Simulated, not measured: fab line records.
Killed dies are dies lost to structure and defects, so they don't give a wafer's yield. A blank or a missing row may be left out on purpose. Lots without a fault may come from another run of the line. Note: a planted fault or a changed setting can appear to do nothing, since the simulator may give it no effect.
Chamber matching    flow sky130    SKY_LI_CONTACT_CMP_02 on cmp-01 has 4 sister chambers
The step polishes PSG. 8 wafers are shown with their chamber, then 8 later ones without.

## WAFERS WITH THEIR CHAMBER
wafer   chamber  motor-current-A (A)  time-to-endpoint-s (s)
L996.2  1        10.0                 31.2
L997.2  2        12.9                 30.5
L997.5  2        13.1                 32.5
L100.5  1        9.4                  36.2
L101.2  0        9.6                  31.6
L101.4  3        12.6                 36.3
L101.6  0        9.3                  34.1
L113.2  3        12.4                 33.9

## WAFERS MISSING THEIR CHAMBER
wafer   motor-current-A (A)  time-to-endpoint-s (s)
L113.4  9.9                  32.2
L113.6  9.9                  32.6
L115.2  9.6                  28.8
L115.5  10.0                 31.4
L115.6  12.9                 34.9
L117.1  9.8                  31.3
L117.5  12.9                 35.8
L117.6  12.7                 33.7

## THE CHAMBER EACH PASSED THROUGH
wafer   from the rows above      in truth
L113.4  can't be placed: 1 or 0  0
L113.6  can't be placed: 1 or 0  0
L115.2  can't be placed: 0 or 1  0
L115.5  can't be placed: 1 or 0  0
L115.6  can't be placed: 2 or 3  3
L117.1  can't be placed: 1 or 0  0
L117.5  can't be placed: 3 or 2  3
L117.6  can't be placed: 3 or 2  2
Placed correctly: 0 of 8. Not placeable from these rows: 8 (in 8, the candidates include the true chamber). 0 placed wrongly.
How it was worked out, from the rows above alone: a wafer's distance from a chamber is the root of the sum, over the readings, of the square of ((its reading less the chamber's mean) divided by the reading's scatter). The wafer belongs to the nearest chamber; if the next one is less than 2 further off, it can't be placed. The mean given for a chamber averages the wafers shown for that chamber. How the scatter is found: for the shown wafers, subtract from each reading the mean of its chamber, square and add these, divide the total by (wafers less chambers), then take the root.
